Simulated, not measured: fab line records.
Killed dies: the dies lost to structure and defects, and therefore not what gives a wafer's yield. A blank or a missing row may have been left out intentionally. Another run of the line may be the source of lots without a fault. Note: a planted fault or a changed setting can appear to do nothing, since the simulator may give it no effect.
A struck lot beside a sound one -- flow gf180mcu -- 20 out of 602 route steps
Sound: the wafers L899.2, L899.4, L899.6. Struck: wafer L893.6 (L893.2, L893.3, from the same lot, were not struck and are left out); the cause is given at the end.
Per side, at each step with rows, come the tool, then ch with its chambers, and then its first start. Under that, the readings that differ: sound wafers -- struck wafers -- difference of the means -- sigmas: that difference in standard deviations of wafers without a fault.
alike: a reading whose means differ by less than 2 such deviations, as well as words and numbers matching on both sides. not compared: withheld readings; readings where some wafer has no value; bounds like >300 that might hide an equal value; numbers whose values overlap and for which the record gives no deviation.
Wherever a step has rows on one side only, a row that says differs or no value, or a row with sigmas, the two part there. Numbers that don't overlap but have no deviation are shown without sigmas and don't part them. Lack of a reading on every wafer of one side parts them only where that side has two or more wafers.

first, 1 step without rows for these wafers: GF_STI_DEVELOP_11 (develop time 60 s).
GF_STI_CD_MEAS_12: the cd target is 220 nm.
  sound on cd-sem-02 at day 6 05:29; struck on cd-sem-02 at day 4 20:23
  alike: cd-nm
GF_STI_ETCH_13: etches the open film in CHF3/O2, stops on Si, target depth 282.31 nm, time 112.9 s.
  sound on rie-diel-03 ch 1,3, day 6 05:35; struck on rie-diel-02 ch 2, day 4 20:29
  alike: chamber-pressure-mTorr, drypump-motor-current-A, oes-product-au, throttle-valve-pct
  not compared: rf-hours-counter-h
GF_STI_ETCH_14: etches Si in HBr/Cl2/O2, target depth 360 nm, time 102.9 s.
  sound on rie-si-02 ch 1,2,3, day 6 05:40; struck on rie-si-02 ch 0, day 4 20:34
reading,sound,struck,difference,sigmas
chamber-pressure-mTorr (mTorr),14.991 14.989 15.008,15.029,+0.033,+2
  alike: drypump-motor-current-A, oes-product-au, throttle-valve-pct
  not compared: rf-hours-counter-h
GF_STI_STRIP_15: strips in O2/N2.
  sound on plasma-asher-03 ch 0,1, day 6 05:45; struck on plasma-asher-04 ch 1, day 4 20:39
reading,sound,struck,difference,sigmas
oes-product-au (a.u.),0.376 0.393 0.390,0.376,-0.010,-2
  alike: chamber-pressure-mTorr, drypump-motor-current-A, heater-power-w, strip-time-to-endpoint-s
  not compared: rf-hours-counter-h
then, 6 steps without rows for these wafers: GF_STI_CLEAN_16 (cleans in dHF, time 25 s); GF_STI_WET_ETCH_17 (etches Si3N4 in H3PO4, target depth 45 nm, time 514 s); GF_STI_CLEAN_18 (cleans in SC1/SC2, time 150 s); GF_STI_CLEAN_19 (cleans in dHF, time 20 s); GF_STI_WET_ETCH_20 (etches SiO2 in dHF, target depth 20 nm, time 400 s); GF_STI_OXIDATION_21 (stabilise 600 s, purge 300 s, target thk 15 nm).
GF_STI_THK_MEAS_22:
  sound on film-metro-03 at day 6 07:30; struck on film-metro-01 at day 5 01:52
  alike: STI_OXIDATION_01_THK
GF_STI_CVD_23: deposits SiO2, target thk 650 nm, time 108.3 s.
  sound on hdpcvd-01 ch 0,2, day 6 07:33; struck on hdpcvd-02 ch 2, day 5 01:55
reading,sound,struck,difference,sigmas
model.SiO2_of_STI_CVD_23.thk-nm (nm),639.4 644.9 647.7,381.2,-262.8,
GF_STI_THK_MEAS_24:
  sound on film-metro-01 at day 6 07:38; struck on film-metro-03 at day 5 02:01
reading,sound,struck,difference,sigmas
STI_CVD_23_THK (nm),639 645 648,381,-263,-39
GF_STI_CMP_25: polishes, stops on Si3N4, t overpolish 33 s, target thk 524.6 nm.
  sound on cmp-01 ch 0,2,3, day 6 07:47; struck on cmp-02 ch 0, day 5 02:07
reading,sound,struck,difference,sigmas
time-to-endpoint-s (s),120 119 127,73,-49,-11
  alike: motor-current-A, slurry-filter-dp-kPa
then, 2 steps without rows for these wafers: GF_STI_WET_ETCH_26 (etches SiO2 in dHF, target depth 94 nm, time 188 s); GF_STI_WET_ETCH_27 (etches Si3N4 in H3PO4, target depth 160 nm, time 1825 s).
GF_STI_WET_ETCH_28: etches SiO2 in dHF, target depth 20 nm, time 40 s.
  sound on wet-bench-01 ch 1, day 6 08:34; struck on wet-bench-01 ch 1, day 5 02:56
reading,sound,struck,difference,sigmas
temp-c (C),25.14 25.09 25.06,24.81,-0.29,-3
model.SiO2_of_STI_CVD_23.thk-nm (nm),403 403 401.9,258.1,-144.5,
  alike: bath-heat-duty-pct
then, 1 step without rows for these wafers: GF_STI_OXIDATION_29 (stabilise 600 s, purge 300 s, target thk 10 nm).
-- the record jumps here: 28 days lie between the struck wafers' starts before and after (it left off in module STI and takes up again in module PASSIVATION, whose first step shown is number 602 of the route) --
GF_PASSIVATION_PROBE_99:
  only the struck wafers here have rows in the record (prober-01, day 32 23:06); the sound ones have none

== WHERE THEY PART ==
Earliest at GF_STI_ETCH_14; latest, in this record, at GF_PASSIVATION_PROBE_99.

WHY: what the simulator had put in
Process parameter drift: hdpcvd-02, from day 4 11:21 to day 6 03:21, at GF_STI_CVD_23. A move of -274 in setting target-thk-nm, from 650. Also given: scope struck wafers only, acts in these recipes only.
